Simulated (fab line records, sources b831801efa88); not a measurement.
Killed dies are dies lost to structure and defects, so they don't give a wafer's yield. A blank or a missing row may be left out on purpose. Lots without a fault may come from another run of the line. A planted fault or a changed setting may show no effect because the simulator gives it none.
fab line records | flow gf180mcu
record lots=12 wafers=36 last_day=34
route steps=602 shown MVSD@73 HV_LDD@184 NSD@244
lots that met no fault: from a run of the same line without faults
start_h: hours from the record's first day to the start of the lot's first wafer shown | wait_h: hours since the lot's step before | " the same as in the row above | L1.1+2: a row that stands for several wafers | - no value, or no start given | * or withheld: withheld | < > ~ a bound
route shown NAME@n: a module of which the file shows steps, and the number in the route of the first | usual: mean/standard deviation of fault-free wafers | same: alike in all rows | chamber/n: place in a boat | sites: the reading at each site | _std_site: their standard deviation | _edge_site: outer sites' mean less inner sites' | radius_mm: how far each site lies from the wafer's centre | mask NAME#n: copy n | behind: the tool/chamber that last shaped the wafer | hold: why the lot was held/for how many hours/how that ended | device: the transistor (n, p or np) that didn't switch | end of line: the same wafers' tests at the end of the route | a step without rows: its recipe alone | killed: dies lost to structure and defects at the first sort, not the wafer's yield | map: a wafer's dies, x killed, . not, _ none there
set.NAME: the setting as run; set.NAME@STEP: as run at that earlier step | model.NAME: the simulator's own value behind a step, which no gauge read
steps of the route over a sample of lots; a table a step, a row a wafer
services: from which hour (start_h, from the record's first day; less than 0 if before it) a tool's chamber was out of use, for how many hours, and why
## steps
# step GF_MVSD_OVL_MEAS_07
# usual MVSD_OVL=-0.3/1.5
# columns lot.wafer tool chamber start_h wait_h MVSD_OVL[nm]
L270.1 overlay-02 - 89.46 - -0.6
L270.3 " - " " -1.0
L270.6 " - " " -0.8
L272.1 overlay-01 - 100.04 - -1.0
L272.3 " - " " -1.4
L272.5 " - " " -0.9
L275.2 overlay-02 - 115.80 - 1.3
L275.4 " - " " 1.1
L275.6 " - " " -1.1
L279.1 overlay-01 - 138.56 - -1.7
L279.2 " - " " -0.3
L279.5 " - " " -0.8
L281.1 overlay-01 - 150.96 - -0.7
L281.2 " - " " -0.2
L281.4 " - " " -1.3
L283.3 overlay-02 - 163.50 - -0.3
L283.5 " - " " -0.3
L283.6 " - " " 1.1
L284.2 overlay-01 - 169.60 - -0.6
L284.5 " - " " 1.1
L284.6 " - " " 0.4
L287.1 overlay-01 - 186.61 - -1.8
L287.2 " - " " -3.3
L287.4 " - " " 0.0
L288.1 overlay-02 - 192.66 - 0.1
L288.2 " - " " 2.4
L288.5 " - " " -0.7
L290.3 overlay-01 - 203.27 - 0.8
L290.4 " - " " 1.6
L290.5 " - " " 1.0
L291.3 overlay-02 - 209.90 - -0.3
L291.5 " - " " 2.3
L291.6 " - " " 0.9
L292.2 overlay-01 - 214.65 - -0.8
L292.4 " - " " 1.3
L292.5 " - " " 2.1
# step GF_VT_IMPLANT_RS_MEAS_46
# recipe thk_meas_gauge=four-point-probe
# usual MVSD_RS=456.3/1.1
# columns lot.wafer tool chamber start_h wait_h MVSD_RS[ohm/sq]
L270.1 film_metro-02 - 164.88 0.1 457.3
L270.3 " - " " 456.2
L270.6 " - " " 456.1
L272.1 film_metro-02 - 177.56 0.1 455.4
L272.3 " - " " 455.2
L272.5 " - " " 455.6
L275.2 film_metro-03 - 195.63 0.1 456.4
L275.4 " - " " 456.6
L275.6 " - " " 455.3
L279.1 film_metro-03 - 222.25 0.1 457.7
L279.2 " - " " 458.3
L279.5 " - " " 456.8
L281.1 film_metro-03 - 238.51 0.1 457.1
L281.2 " - " " 455.9
L281.4 " - " " 456.3
L283.3 film_metro-04 - 250.19 0.1 457.4
L283.5 " - " " 456.5
L283.6 " - " " 457.0
L284.2 film_metro-03 - 257.07 0.1 454.8
L284.5 " - " " 455.2
L284.6 " - " " 455.9
L287.1 film_metro-04 - 278.35 0.1 455.5
L287.2 " - " " 456.8
L287.4 " - " " 455.6
L288.1 film_metro-03 - 284.15 0.1 456.8
L288.2 " - " " 455.3
L288.5 " - " " 455.1
L290.3 film_metro-03 - 296.39 0.1 457.0
L290.4 " - " " 457.3
L290.5 " - " " 456.2
L291.3 film_metro-04 - 303.85 0.1 456.7
L291.5 " - " " 456.5
L291.6 " - " " 456.3
L292.2 film_metro-03 - 311.41 0.1 455.6
L292.4 " - " " 454.7
L292.5 " - " " 455.2
# step GF_HV_LDD_OVL_MEAS_08
# usual HV_LDD_OVL=0.7/1.4
# columns lot.wafer tool chamber start_h wait_h HV_LDD_OVL[nm]
L270.1 overlay-01 - 222.77 0.1 0.3
L270.3 " - " " -1.7
L270.6 " - " " -0.7
L272.1 overlay-02 - 236.78 0.1 0.2
L272.3 " - " " 0.0
L272.5 " - " " 1.2
L275.2 overlay-01 - 258.23 0.1 2.6
L275.4 " - " " 4.2
L275.6 " - " " 2.3
L279.1 overlay-02 - 284.82 0.1 2.6
L279.2 " - " " 4.0
L279.5 " - " " 1.3
L281.1 overlay-01 - 307.72 0.1 -0.5
L281.2 " - " " 0.0
L281.4 " - " " 0.8
L283.3 overlay-02 - 320.04 0.1 0.9
L283.5 " - " " 1.1
L283.6 " - " " 0.9
L284.2 overlay-01 - 327.88 0.1 0.4
L284.5 " - " " 3.8
L284.6 " - " " 1.0
L287.1 overlay-01 - 348.91 0.1 -0.6
L287.2 " - " " 1.3
L287.4 " - " " 1.8
L288.1 overlay-02 - 357.67 0.1 1.6
L288.2 " - " " 0.6
L288.5 " - " " 0.4
L290.3 overlay-01 - 368.02 0.1 -0.9
L290.4 " - " " 0.2
L290.5 " - " " -0.7
L291.3 overlay-01 - 376.77 0.1 0.8
L291.5 " - " " 3.9
L291.6 " - " " 2.4
L292.2 overlay-01 - 387.03 0.1 -0.6
L292.4 " - " " -1.2
L292.5 " - " " 0.5
# step GF_NSD_IMPLANT_09
# recipe species=As energy_kev=60 dose_cm2=4e+15 tilt_deg=7
# usual beam_energy_keV=59.993/0.019 dose_ions_cm2=4e+15/4.4e+12 faraday_current_uA=12193/760
# columns lot.wafer tool chamber start_h wait_h beam_energy_keV dose_ions_cm2 faraday_current_uA
L270.1 implanter-04 0 304.06 0.0 59.960 3.999e+15 10960
L270.3 " 0 " " 59.995 3.997e+15 11063
L270.6 " 0 " " 60.015 4.005e+15 11739
L272.1 implanter-04 0 318.11 0.0 60.005 4.003e+15 11583
L272.3 " 0 " " 59.999 3.998e+15 11671
L272.5 " 0 " " 59.990 3.999e+15 11365
L275.2 implanter-01 0 344.64 0.0 59.991 3.995e+15 13559
L275.4 " 0 " " 60.010 3.996e+15 13424
L275.6 " 0 " " 59.996 4e+15 13171
L279.1 implanter-03 0 373.66 0.0 60.009 4.006e+15 12436
L279.2 " 0 " " 59.987 4.004e+15 11391
L279.5 " 0 " " 59.972 4.004e+15 12384
L281.1 implanter-03 0 398.96 0.0 81.993 3.995e+15 -
L281.2 " 0 " " 81.999 4.001e+15 -
L281.4 " 0 " " 82.001 4.007e+15 -
L283.3 implanter-03 0 412.36 0.1 81.982 4.006e+15 -
L283.5 " 0 " " 81.979 4.004e+15 -
L283.6 " 0 " " 82.009 3.999e+15 -
L284.2 implanter-01 0 421.79 0.0 59.999 4.004e+15 13364
L284.5 " 0 " " 59.974 4.002e+15 13150
L284.6 " 0 " " 60.007 4.008e+15 13402
L287.1 implanter-04 0 446.25 0.0 59.978 4.003e+15 11592
L287.2 " 0 " " 59.969 3.995e+15 11115
L287.4 " 0 " " 60.004 3.994e+15 11359
L288.1 implanter-01 0 455.30 0.0 59.967 4e+15 12874
L288.2 " 0 " " 59.957 4.002e+15 13283
L288.5 " 0 " " 59.988 4.005e+15 13230
L290.3 implanter-04 0 467.21 0.1 60.012 3.994e+15 11146
L290.4 " 0 " " 59.991 3.997e+15 11746
L290.5 " 0 " " 59.993 3.995e+15 11547
L291.3 implanter-03 0 475.61 0.1 59.974 4.002e+15 12483
L291.5 " 0 " " 59.965 3.992e+15 12357
L291.6 " 0 " " 59.963 3.996e+15 12020
L292.2 implanter-04 0 486.92 0.0 59.997 4.002e+15 11419
L292.4 " 0 " " 60.023 3.995e+15 11596
L292.5 " 0 " " 60.015 4.002e+15 11660
# step GF_NSD_STRIP_11
# recipe chemistry=O2/N2 power_w=1400 pressure_mtorr=1500 platen_temp_c=250 o2_flow_sccm=3000 n2_flow_sccm=300 overash_fraction=0.5
# usual drypump_motor_current_A=5.9/0.3 heater_power_w=313/25 oes_product_au=0.486/0.0041 strip_time_to_endpoint_s=22.95/0.042
# columns lot.wafer tool chamber start_h wait_h drypump_motor_current_A heater_power_w oes_product_au rf_hours_counter_h strip_time_to_endpoint_s
L270.1 plasma_asher-01 1 304.36 0.1 5.9 332 0.488 66 23.01
L270.3 " 0 " " 6.0 274 0.494 - 23.04
L270.6 " 0 " " 6.0 272 0.487 - 23.00
L272.1 plasma_asher-03 0 318.41 0.1 6.0 306 0.487 68 22.95
L272.3 " 1 " " 5.8 328 0.486 - 22.89
L272.5 " 1 " " 5.8 326 0.483 - 22.97
L275.2 plasma_asher-01 1 344.91 0.1 5.8 338 0.484 70 22.92
L275.4 " 0 " " 5.9 271 0.481 - 22.95
L275.6 " 1 " " 5.9 341 0.487 - 22.95
L279.1 plasma_asher-01 0 373.96 0.1 5.9 279 0.495 73 22.93
L279.2 " 1 " " 5.8 345 0.488 73 22.91
L279.5 " 0 " " 5.9 282 0.496 - 22.92
L281.1 plasma_asher-01 1 399.26 0.1 5.9 338 0.454 76 26.01
L281.2 " 0 " " 5.9 284 0.455 76 25.97
L281.4 " 0 " " 6.0 274 0.455 - 25.95
L283.3 plasma_asher-04 1 412.64 0.1 5.0 300 0.457 - 25.96
L283.5 " 1 " " 4.9 306 0.457 - 25.93
L283.6 " 0 " " 6.3 334 0.451 - 25.97
L284.2 plasma_asher-04 0 422.06 0.1 6.3 333 0.483 33 22.93
L284.5 " 0 " " 6.3 337 0.494 - 22.94
L284.6 " 1 " " 4.9 308 0.487 - 22.93
L287.1 plasma_asher-01 0 446.55 0.1 6.0 276 0.485 81 22.93
L287.2 " 1 " " 5.9 341 0.482 81 22.93
L287.4 " 1 " " 5.9 357 0.489 - 22.95
L288.1 plasma_asher-01 0 455.60 0.1 6.0 276 0.486 83 23.00
L288.2 " 1 " " 5.9 338 0.489 83 22.91
L288.5 " 0 " " 5.9 279 0.485 - 22.92
L290.3 plasma_asher-01 1 467.49 0.1 5.8 342 0.489 - 23.00
L290.4 " 0 " " 5.9 272 0.490 - 23.06
L290.5 " 0 " " 6.0 286 0.489 - 23.01
L291.3 plasma_asher-01 1 475.89 0.1 5.9 340 0.485 - 22.96
L291.5 " 1 " " 5.8 339 0.481 - 22.93
L291.6 " 0 " " 6.0 279 0.490 - 22.97
L292.2 plasma_asher-01 0 487.19 0.1 6.0 275 0.491 86 22.97
L292.4 " 1 " " 5.9 348 0.493 - 23.01
L292.5 " 0 " " 5.9 269 0.481 - 23.01
# step GF_NSD_TW_MEAS_12
# usual NSD_TW=4205/43
# columns lot.wafer tool chamber start_h wait_h NSD_TW
L270.1 film_metro-02 - 304.46 0.1 4169
L270.3 " - " " 4201
L270.6 " - " " 4213
L272.1 film_metro-04 - 318.51 0.1 4227
L272.3 " - " " 4230
L272.5 " - " " 4251
L275.2 film_metro-02 - 345.02 0.1 4245
L275.4 " - " " 4229
L275.6 " - " " 4240
L279.1 film_metro-01 - 374.06 0.1 4166
L279.2 " - " " 4173
L279.5 " - " " 4171
L281.1 film_metro-01 - 399.36 0.1 4469
L281.2 " - " " 4493
L281.4 " - " " 4469
L283.3 film_metro-02 - 412.73 0.1 4567
L283.5 " - " " 4601
L283.6 " - " " 4557
L284.2 film_metro-01 - 422.17 0.1 4145
L284.5 " - " " 4153
L284.6 " - " " 4171
L287.1 film_metro-04 - 446.65 0.1 4262
L287.2 " - " " 4242
L287.4 " - " " 4254
L288.1 film_metro-01 - 455.70 0.1 4198
L288.2 " - " " 4192
L288.5 " - " " 4173
L290.3 film_metro-01 - 467.58 0.1 4169
L290.4 " - " " 4145
L290.5 " - " " 4128
L291.3 film_metro-04 - 475.98 0.1 4232
L291.5 " - " " 4256
L291.6 " - " " 4243
L292.2 film_metro-02 - 487.30 0.1 4209
L292.4 " - " " 4201
L292.5 " - " " 4215
# step GF_PSD_RS_MEAS_14
# recipe thk_meas_gauge=four-point-probe
# usual NSD_RS=46.12/0.081
# columns lot.wafer tool chamber start_h wait_h NSD_RS[ohm/sq]
L270.1 film_metro-02 - 326.21 0.1 46.20
L270.3 " - " " 46.16
L270.6 " - " " 46.11
L272.1 film_metro-01 - 340.76 0.1 46.25
L272.3 " - " " 46.14
L272.5 " - " " 46.03
L275.2 film_metro-01 - 368.22 0.1 46.24
L275.4 " - " " 46.20
L275.6 " - " " 46.18
L279.1 film_metro-04 - 397.13 0.1 46.13
L279.2 " - " " 46.18
L279.5 " - " " 46.03
L281.1 film_metro-01 - 423.15 0.1 40.87
L281.2 " - " " 40.77
L281.4 " - " " 40.71
L283.3 film_metro-02 - 437.39 0.1 40.84
L283.5 " - " " 40.94
L283.6 " - " " 40.89
L284.2 film_metro-01 - 447.02 0.1 46.12
L284.5 " - " " 46.05
L284.6 " - " " 46.08
L287.1 film_metro-01 - 470.76 0.1 46.18
L287.2 " - " " 46.19
L287.4 " - " " 46.00
L288.1 film_metro-04 - 480.00 0.1 46.12
L288.2 " - " " 46.12
L288.5 " - " " 46.24
L290.3 film_metro-04 - 492.24 0.1 46.18
L290.4 " - " " 46.10
L290.5 " - " " 46.10
L291.3 film_metro-02 - 499.90 0.1 46.04
L291.5 " - " " 46.14
L291.6 " - " " 46.16
L292.2 film_metro-02 - 510.82 0.1 46.16
L292.4 " - " " 46.24
L292.5 " - " " 46.26
## services
# columns tool chamber start_h hours kind
plasma_asher-01 - 319.44 1.3 repair
plasma_asher-04 - 354.91 0.9 repair
implanter-04 - 377.98 3.9 repair
implanter-03 - 380.24 5.6 pm
plasma_asher-01 - 399.38 0.5 repair
plasma_asher-04 - 416.50 0.6 repair
plasma_asher-03 - 421.25 9.0 pm
plasma_asher-03 0 421.25 9.0 vent_cycle
plasma_asher-03 1 421.25 9.0 vent_cycle
implanter-01 - 423.03 3.1 repair
plasma_asher-03 - 424.39 1.2 repair
plasma_asher-03 0 430.25 - clean
plasma_asher-03 1 430.25 - clean
plasma_asher-03 - 452.15 2.8 repair
## key
first_sign step=GF_NSD_IMPLANT_09 reading=beam_energy_keV direction=up sigmas=99+ usual=59.993 struck=81.994
effect step=GF_NSD_STRIP_11 reading=strip_time_to_endpoint_s direction=up sigmas=72 usual=* struck=*
effect step=GF_NSD_TW_MEAS_12 reading=NSD_TW direction=up sigmas=7.6 usual=4205 struck=4526
effect step=GF_PSD_RS_MEAS_14 reading=NSD_RS direction=down sigmas=65 usual=46.12 struck=40.84
met_at GF_NSD_IMPLANT_09
struck_lots L281,L283
tester_left_out L281,L283
not_acting_at GF_MVSD_OVL_MEAS_07,GF_VT_IMPLANT_RS_MEAS_46,GF_HV_LDD_OVL_MEAS_08
onset_between 373.66 398.96
fault kind=process_parameter_drift tool=implanter-03 chamber=- onset_h=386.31 steps=GF_NSD_IMPLANT_09 channel=energy_kev offset=21.99 shape=step end_h=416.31 acts_in=these_recipes_only stated=60
# tester_left_out: of these lots the tester's yield and bins aren't shown, on N5 and GAA mostly nor the transistor test; their killed dies are dies lost to structure and defects alone, not to doping, threshold or leakage, so they don't give the yield
